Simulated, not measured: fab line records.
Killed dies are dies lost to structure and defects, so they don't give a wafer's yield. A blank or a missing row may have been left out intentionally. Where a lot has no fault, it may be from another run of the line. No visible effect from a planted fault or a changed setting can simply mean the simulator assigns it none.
Problem report, 8D (eight disciplines) form, completed by code + flow sky130 + the parts of the form that need people (team, actions taken, sign-off) are left out

## 1. WHAT IS WRONG
run_length_s at SKY_VIA3_HDPCVD_00 reads a mean of 291.5 s on 3 wafers of 2 lots; wafers without a fault read 300.5 s with a standard deviation of 0.5. That puts it -18 standard deviations away from the usual mean.
The step: deposits SiO2, target thk 1635 nm, time 272.5 s.
First seen on wafer L663.1, day 43 03:29, on hdpcvd-02. At this step, 34 wafers from 12 lots have a number in the record. Rule for "out", or "out of limits": more than 4 standard deviations from the usual mean. The other wafers with a number count as sound.

## 2. WHAT IT IS, AND WHAT IT ISN'T
| question                    | is                     | is not                                                                                 |
|-----------------------------|------------------------|----------------------------------------------------------------------------------------|
| which readings at this step | run_length_s           | -                                                                                      |
| which lots                  | L663, L664             | L654, L655, L656, L657, L658, L659, L660, L670, L672, L674                             |
| which wafers of those lots  | L663.1, L663.4, L664.4 | L664.3                                                                                 |
| read on which tools         | hdpcvd-02              | hdpcvd-01                                                                              |
| when                        | from day 43 03:29      | up to then (21 sound wafers); but 10 sound wafers of L664, L670, L672, L674 came after |

## 3. WHAT RULES OUT EACH SUSPECT
Counting: if a tool at a process step up to the reading ran every lot that is out, it stays a suspect. Sound lots after the first of them don't rule it out here, since some wafers of a struck lot are sound.
- hdpcvd-02 at SKY_VIA3_HDPCVD_00 (deposits SiO2, target thk 1635 nm, time 272.5 s): kept. It ran every lot that is out, first L663 (day 43 03:29); its last sound lot up to then is L660 (day 43 02:14). On those wafers its own readings are out: run_length_s.
Remaining after the count: hdpcvd-02 at SKY_VIA3_HDPCVD_00.

## 4. THE CAUSE (what the simulator had put in)
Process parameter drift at SKY_VIA3_HDPCVD_00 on hdpcvd-02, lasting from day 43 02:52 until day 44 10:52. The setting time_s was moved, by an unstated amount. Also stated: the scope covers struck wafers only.
The count eliminated every tool but this one.

## 5. THE CHAIN OF EFFECTS, in route order
One row per reading whose mean, taken over the struck wafers that have a number, lies over 3 standard deviations from the usual. Readings are gone through only where the record gives a usual standard deviation; hours: the median, over the lots, of the time from a lot's start at the first step in this table giving one to that lot's start at this step; sigmas: the change measured in usual standard deviations.
| hours | step               | reading      | usual   | on struck wafers | change | sigmas |
|-------|--------------------|--------------|---------|------------------|--------|--------|
| 0     | SKY_VIA3_HDPCVD_00 | run_length_s | 300.5 s | 291.5            | -9.0   | -18    |
Its process steps:
- SKY_VIA3_HDPCVD_00: deposits SiO2, target thk 1635 nm, time 272.5 s.
At these later measuring or inspecting steps, every struck wafer for which the step has a row has a number for every such reading, and none has moved that far: SKY_VIA3_CD_MEAS_12.

## 6. WHAT WOULD HAVE CAUGHT IT SOONER
In this record the first reading out of limits was taken at day 43 03:29, 1 hour after the fault began at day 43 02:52.
